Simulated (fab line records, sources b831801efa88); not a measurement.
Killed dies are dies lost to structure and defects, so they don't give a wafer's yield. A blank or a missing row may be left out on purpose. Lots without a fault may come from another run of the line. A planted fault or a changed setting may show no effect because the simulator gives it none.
Which tool did it? | flow gf180mcu | 11 lots, 31 wafers sampled, at 2 steps of a route of 602

WHAT THE GAUGES READ, wafer by wafer
GF_V3_RS_MEAS_24: measures by four-point-probe.
lot  | measured     | on            | V3_W_RS (ohm/sq)
L782 | day 22 20:55 | film_metro-02 | 0.327 0.312 0.321
L786 | day 24 08:04 | film_metro-03 | 0.249 0.248 0.248 0.248
L789 | day 25 16:26 | film_metro-02 | 0.250 0.328 0.251 0.328
L790 | day 25 17:09 | film_metro-01 | 0.331 0.248 0.328 0.332 0.249 0.328
L793 | day 26 19:27 | film_metro-02 | 0.327 0.326 0.328
L798 | day 27 22:28 | film_metro-01 | 0.318 0.333 0.319
L799 | day 28 07:57 | film_metro-02 | 0.320 0.321 0.335
L800 | day 28 18:04 | film_metro-02 | 0.328 0.329 0.328
L801 | day 29 00:30 | film_metro-01 | 0.320 0.332 0.334
L803 | day 29 10:14 | film_metro-01 | 0.313 0.327 0.323
L804 | day 29 18:17 | film_metro-02 | 0.316 0.325 0.324

WHICH TOOL RAN EACH LOT (tool, then ch and the chambers of the sampled wafers, then the start)
lot  | GF_V3_CVD_23
L782 | cvd_w-02 ch 0,1, day 22 20:48
L786 | cvd_w-01 ch 0,1, day 24 07:58
L789 | cvd_w-01 ch 0, day 25 16:19
L790 | cvd_w-01 ch 0,1, day 25 17:02
L793 | cvd_w-02 ch 0, day 26 19:13
L798 | cvd_w-01 ch 0,1, day 27 22:20
L799 | cvd_w-01 ch 0,1, day 28 07:50
L800 | cvd_w-02 ch 0, day 28 17:52
L801 | cvd_w-01 ch 0,1, day 29 00:23
L803 | cvd_w-02 ch 0,1, day 29 10:07
L804 | cvd_w-02 ch 0,1, day 29 18:10
- GF_V3_CVD_23: deposits W, target thk 350 nm, time 104.9 s.

THE ANSWER, worked out from the rows above alone
Rule: what is usual is taken from the lots themselves. Put in order of their means at a reading, lots are off if they are a third of the lots or fewer, leave a main group of 4 or more, and stand apart from it by a gap of 3 or more times the standard deviation of the main group's means; of several such gaps the widest counts. A main group whose means are all the same, to the digits that the tables above print for the reading, isn't used. A lot without any number at a reading at which 4 lots or more have one is off too. The other lots that the step has rows for count as sound.
Off: L786, L789, L790, at GF_V3_RS_MEAS_24 (V3_W_RS). The main group: mean 0.324 ohm/sq, standard deviation 0.0032.
A tool fits if, at a process step before that reading, it ran every lot that is off, and no sound lot after the first of them. The gauges at GF_V3_RS_MEAS_24 are tried like those tools. None of those tried fits.

WHAT THE SIMULATOR HAD PUT IN
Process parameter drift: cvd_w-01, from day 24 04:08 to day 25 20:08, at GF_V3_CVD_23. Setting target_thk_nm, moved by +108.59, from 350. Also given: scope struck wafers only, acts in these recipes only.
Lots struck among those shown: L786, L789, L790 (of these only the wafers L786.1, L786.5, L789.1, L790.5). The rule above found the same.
